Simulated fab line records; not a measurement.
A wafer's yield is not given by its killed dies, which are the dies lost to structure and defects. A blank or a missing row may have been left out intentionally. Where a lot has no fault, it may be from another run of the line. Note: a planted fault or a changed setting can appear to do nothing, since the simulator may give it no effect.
2 desks, one fault :: flow gf180mcu :: only its own numbers are on each desk; what lay behind them is given at the end

== FOR THE TOOL OWNER'S DESK: lpcvd-01 ==
The tool's own readings at GF_STI_CVD_03 (deposits Si3N4 from DCS/NH3, target thk 207.16 nm, time 3551 s): means of the sampled wafers that have a number, for each lot that ran on this tool. The brackets show how far a lot's mean lies from the usual mean; more than 4 standard deviations puts the lot out of limits, marked OUT. Shown are 7 of the 8 readings it has, namely the first that went out of limits plus those furthest out on some lot.
Columns: A = spike-tc-bottom-C at GF_STI_CVD_03, usual 787.8 C; B = spike-tc-centre-C at GF_STI_CVD_03, usual 770.3 C; C = spike-tc-lower-C at GF_STI_CVD_03, usual 770.7 C; D = spike-tc-top-C at GF_STI_CVD_03, usual 784.8 C; E = spike-tc-upper-C at GF_STI_CVD_03, usual 769.5 C; F = susceptor-temp-C at GF_STI_CVD_03, usual 769.9 C; G = zone-power-top-pct at GF_STI_CVD_03, usual 25.0 %
lot: L565
first seen here: day 1 12:58
A: 789.4
B: 771.5
C: 770.9
D: 785.6
E: 770.4
F: 770.2
G: 26.6

lot: L568
first seen here: day 2 02:34
A: 786.9
B: 769.9
C: 771.6
D: 785.3
E: 768.6
F: 769.8
G: 24.8

lot: L570
first seen here: day 2 12:34
A: 787.9
B: 770.1
C: 771.3
D: 785.3
E: 771.2
F: 770.1
G: 26.4

lot: L571
first seen here: day 2 17:35
A: 787.4
B: 769.4
C: 770.6
D: 785.1
E: 769.7
F: 770.0
G: 24.9

lot: L573
first seen here: day 3 03:47
A: 787.1
B: 769.8
C: 770.7
D: 784.7
E: 769.1
F: 769.9
G: 24.8

lot: L577
first seen here: day 3 23:34
A: 786.3
B: 769.3
C: 770.9
D: 783.9
E: 769.0
F: 769.7
G: 24.6

lot: L586
first seen here: day 5 21:56
A: 821.7 (+24) OUT
B: 804.2 (+34) OUT
C: 804.1 (+28) OUT
D: 817.9 (+25) OUT
E: 805.3 (+26) OUT
F: 803.3 (+99 or more) OUT
G: 28.2 (+5.0) OUT

lot: L587
first seen here: day 6 02:01
A: 820.1 (+23) OUT
B: 804.1 (+34) OUT
C: 804.1 (+28) OUT
D: 817.5 (+25) OUT
E: 802.7 (+24) OUT
F: 803.4 (+99 or more) OUT
G: 26.3
This desk's finding: out of limits on L586, L587; first on L586, day 5 21:56 (spike-tc-bottom-C at GF_STI_CVD_03). L565, L568, L570, L571, L573, L577 stayed within limits.

== AT THE METROLOGY DESK ==
What the gauges read, lot by lot, whatever tool the lot ran on: means of the sampled wafers that have a number. The brackets show how far a lot's mean lies from the usual mean; more than 4 standard deviations puts the lot out of limits, marked OUT.
Columns: A = STI_CVD_03_THK at GF_STI_THK_MEAS_04, usual 207.8 nm; B = NSD_TW at GF_NSD_TW_MEAS_12, usual 4250; C = V1_CVD_00_THK at GF_V1_THK_MEAS_01, usual 601 nm
lot: L565
first seen here: day 1 14:59
A: 209.1
B: 4190
C: 603

lot: L566
first seen here: day 1 18:35
A: 210.4
B: 4329
C: 597

lot: L567
first seen here: day 1 23:34
A: 210.4
B: 4329
C: 613

lot: L568
first seen here: day 2 04:34
A: 208.1
B: 4226
C: 600

lot: L570
first seen here: day 2 14:34
A: 205.0
B: 4294
C: 601

lot: L571
first seen here: day 2 19:35
A: 205.9
B: 4198
C: 610

lot: L573
first seen here: day 3 05:46
A: 204.5
B: 4200
C: 601

lot: L575
first seen here: day 3 16:07
A: 209.3
B: 4235
C: 592

lot: L577
first seen here: day 4 01:34
A: 208.6
B: 4237
C: 599

lot: L578
first seen here: day 4 07:13
A: 208.9
B: 4205
C: 601

lot: L586
first seen here: day 5 23:56
A: 362.9 (+74) OUT
B: -
C: -

lot: L587
first seen here: day 6 04:01
A: 361.1 (+73) OUT
B: -
C: -

lot: L588
first seen here: day 6 09:11
A: 208.6
B: 4314
C: 601
This desk's result: L586, L587 out of limits, first on L586 (STI_CVD_03_THK at GF_STI_THK_MEAS_04), day 5 23:56. L565, L566, L567, L568, L570, L571, L573, L575, L577, L578, L588 stayed within limits.

== ALL TOGETHER ==
The tool owner's desk could have raised an alarm at day 5 21:56, on L586, L587.
The metrology desk could have raised an alarm at day 5 23:56, on L586, L587.
All the named lots went through GF_STI_CVD_03 on lpcvd-01.

== WHAT WAS PUT IN BY THE SIMULATOR ==
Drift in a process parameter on lpcvd-01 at GF_STI_CVD_03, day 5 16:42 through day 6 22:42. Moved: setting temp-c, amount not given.
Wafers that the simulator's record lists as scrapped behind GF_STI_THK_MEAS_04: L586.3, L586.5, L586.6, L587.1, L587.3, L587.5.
Struck lots among those shown: L586, L587.
Counting hours from when the fault started, the first reading out of limits came at 5 for the tool owner's desk and at 7 for the metrology desk.
